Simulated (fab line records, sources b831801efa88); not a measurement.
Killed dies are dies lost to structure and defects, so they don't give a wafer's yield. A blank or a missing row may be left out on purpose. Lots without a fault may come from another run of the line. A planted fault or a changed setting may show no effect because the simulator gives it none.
Which tool did it? | flow sky130 | 12 lots, 36 wafers sampled, at 5 steps of a route of 708

WHAT THE GAUGES READ, wafer by wafer
SKY_SD_N_CD_MEAS_07: target cd 380 nm.
lot  | measured     | on        | cd_nm (nm)
L839 | day 28 04:20 | cd_sem-01 | 377.8 380.6 379.2
L841 | day 28 17:34 | cd_sem-02 | 379.8 379.4 379.7
L844 | day 29 18:35 | cd_sem-02 | 386.5 387.6 385.3
L847 | day 30 14:22 | cd_sem-02 | 395.4 382.1 381.3
L848 | day 31 02:25 | cd_sem-02 | 395.4 384.2 385.0
L850 | day 32 02:49 | cd_sem-02 | 379.2 380.2 378.3
L856 | day 33 17:29 | cd_sem-01 | 380.3 379.7 377.7
L857 | day 34 00:45 | cd_sem-01 | 381.9 380.7 382.8
L858 | day 34 03:07 | cd_sem-02 | 376.1 379.3 377.6
L859 | day 34 17:09 | cd_sem-01 | 379.6 381.3 382.5
L861 | day 34 22:53 | cd_sem-02 | 375.1 376.7 378.5
L862 | day 35 05:35 | cd_sem-02 | 381.1 382.5 381.6

SKY_SD_N_OVL_MEAS_08.
lot  | measured     | on         | SD_N_OVL (nm)
L839 | day 28 04:26 | overlay-01 | 0.5 0.9 -0.6
L841 | day 28 17:41 | overlay-02 | -0.2 0.8 1.2
L844 | day 29 18:42 | overlay-02 | 1.2 2.3 3.7
L847 | day 30 14:29 | overlay-02 | -2.2 -0.5 -3.0
L848 | day 31 02:32 | overlay-01 | 3.8 0.3 0.5
L850 | day 32 02:55 | overlay-02 | -4.0 -1.9 -1.5
L856 | day 33 17:36 | overlay-02 | -1.5 -2.7 -1.6
L857 | day 34 00:52 | overlay-02 | 0.0 -0.2 -0.9
L858 | day 34 03:14 | overlay-02 | -0.3 -0.3 -1.1
L859 | day 34 17:16 | overlay-01 | 0.0 0.2 -0.5
L861 | day 34 22:59 | overlay-01 | -1.9 -5.5 -3.0
L862 | day 35 05:41 | overlay-02 | -0.8 -0.6 -0.6

WHICH TOOL RAN EACH LOT (tool, then ch and the chambers of the sampled wafers, then the start)
lot  | SKY_LDD_HVN_STRIP_09                 | SKY_POLY_CUT_ETCH_11               | SKY_SD_N_DEVELOP_06
L839 | plasma_asher-01 ch 0,1, day 20 14:55 | rie_diel-03 ch 1,3, day 24 12:37   | litho_track-02 ch 0, day 28 04:11
L841 | plasma_asher-01 ch 0,1, day 21 05:15 | rie_diel-03 ch 0,1,2, day 25 02:34 | litho_track-03 ch 0, day 28 17:25
L844 | plasma_asher-02 ch 1, day 22 08:03   | rie_diel-04 ch 0,1,3, day 26 04:40 | litho_track-03 ch 0, day 29 18:26
L847 | plasma_asher-03 ch 0,1, day 23 05:33 | rie_diel-02 ch 0,1,2, day 27 00:37 | litho_track-03 ch 0, day 30 14:13
L848 | plasma_asher-01 ch 0,1, day 23 19:28 | rie_diel-04 ch 0,1,3, day 27 14:40 | litho_track-03 ch 0, day 31 02:16
L850 | plasma_asher-02 ch 0,1, day 24 17:50 | rie_diel-03 ch 0,1, day 28 14:22   | litho_track-04 ch 0, day 32 02:34
L856 | plasma_asher-03 ch 0,1, day 26 14:18 | rie_diel-04 ch 2,3, day 30 06:52   | litho_track-03 ch 0, day 33 17:20
L857 | plasma_asher-02 ch 0,1, day 26 23:11 | rie_diel-02 ch 0,1,2, day 30 13:58 | litho_track-04 ch 0, day 34 00:36
L858 | plasma_asher-03 ch 0,1, day 27 02:58 | rie_diel-04 ch 0,1,3, day 30 17:10 | litho_track-02 ch 0, day 34 02:58
L859 | plasma_asher-03 ch 0,1, day 27 17:48 | rie_diel-02 ch 0,3, day 31 09:04   | litho_track-04 ch 0, day 34 17:00
L861 | plasma_asher-02 ch 0,1, day 28 00:31 | rie_diel-02 ch 1,2,3, day 31 14:22 | litho_track-02 ch 0, day 34 22:44
L862 | plasma_asher-01 ch 0,1, day 28 05:16 | rie_diel-03 ch 0,2,3, day 31 20:52 | litho_track-02 ch 0, day 35 05:26
- SKY_LDD_HVN_STRIP_09: strips in O2/N2.
- SKY_POLY_CUT_ETCH_11: etches Si3N4 in CF4/CH2F2/Ar, stops on poly-Si, time 42.5 s, target depth 60 nm.
- SKY_SD_N_DEVELOP_06: develop time 60 s.

WHAT THE TOOLS THEMSELVES READ (means of the sampled wafers that have a number; where no wafer has one, the mark that the record gives instead)
SKY_LDD_HVN_STRIP_09.
lot  | tool            | drypump_motor_current_A (A) | oes_product_au (a.u.) | strip_time_to_endpoint_s (s)
L839 | plasma_asher-01 | 5.0                         | 0.414                 | 4.133
L841 | plasma_asher-01 | 5.0                         | 0.406                 | 4.123
L844 | plasma_asher-02 | 5.7                         | 0.405                 | 4.106
L847 | plasma_asher-03 | 5.9                         | 0.408                 | 4.117
L848 | plasma_asher-01 | 5.0                         | 0.412                 | 4.135
L850 | plasma_asher-02 | 5.6                         | 0.408                 | 4.112
L856 | plasma_asher-03 | 6.0                         | 0.410                 | 4.145
L857 | plasma_asher-02 | 5.6                         | 0.409                 | 4.120
L858 | plasma_asher-03 | 6.0                         | 0.413                 | 4.112
L859 | plasma_asher-03 | 5.9                         | 0.410                 | 4.130
L861 | plasma_asher-02 | 5.6                         | 0.406                 | 4.133
L862 | plasma_asher-01 | 5.2                         | 0.409                 | 4.126

SKY_POLY_CUT_ETCH_11.
lot  | tool        | cf4_flow_sccm (sccm) | drypump_motor_current_A (A) | oes_product_au (a.u.) | rf_fwd_power_W (W) | throttle_valve_pct (%)
L839 | rie_diel-03 | 39.98                | 5.7                         | 0.833                 | 593.1              | 14.998
L841 | rie_diel-03 | 40.04                | 5.6                         | 0.830                 | 592.0              | 14.994
L844 | rie_diel-04 | 40.00                | 6.4                         | 0.831                 | 594.3              | 14.996
L847 | rie_diel-02 | 40.03                | 5.9                         | 0.832                 | 595.7              | 15.001
L848 | rie_diel-04 | 39.98                | 6.3                         | 0.831                 | 594.2              | 15.000
L850 | rie_diel-03 | 40.05                | 5.7                         | 0.832                 | 589.4              | 15.001
L856 | rie_diel-04 | 39.93                | 5.7                         | 0.823                 | 595.4              | 15.002
L857 | rie_diel-02 | 39.94                | 5.9                         | 0.827                 | 593.4              | 14.989
L858 | rie_diel-04 | 39.86                | 6.3                         | 0.821                 | 595.1              | 14.987
L859 | rie_diel-02 | 40.12                | 6.4                         | 0.827                 | 594.4              | 14.985
L861 | rie_diel-02 | 39.86                | 6.0                         | 0.832                 | 593.7              | 14.990
L862 | rie_diel-03 | 39.90                | 5.7                         | 0.835                 | 593.8              | 14.998

THE ANSWER, worked out from the rows above alone
Rule: what is usual is taken from the lots themselves. Put in order of their means at a reading, lots are off if they are a third of the lots or fewer, leave a main group of 4 or more, and stand apart from it by a gap of 3 or more times the standard deviation of the main group's means; of several such gaps the widest counts. A main group whose means are all the same, to the digits that the tables above print for the reading, isn't used. A lot without any number at a reading at which 4 lots or more have one is off too. The other lots that the step has rows for count as sound. The gauges are gone through in route order, then the tools' own readings, and for those a lot's mean is taken as printed above. The first step at which some lot is off is used, and at that step the reading that is off furthest; a lot without a number counts as furthest.
No lot is off at any reading shown: from this, nothing can be told.

WHAT THE SIMULATOR HAD PUT IN
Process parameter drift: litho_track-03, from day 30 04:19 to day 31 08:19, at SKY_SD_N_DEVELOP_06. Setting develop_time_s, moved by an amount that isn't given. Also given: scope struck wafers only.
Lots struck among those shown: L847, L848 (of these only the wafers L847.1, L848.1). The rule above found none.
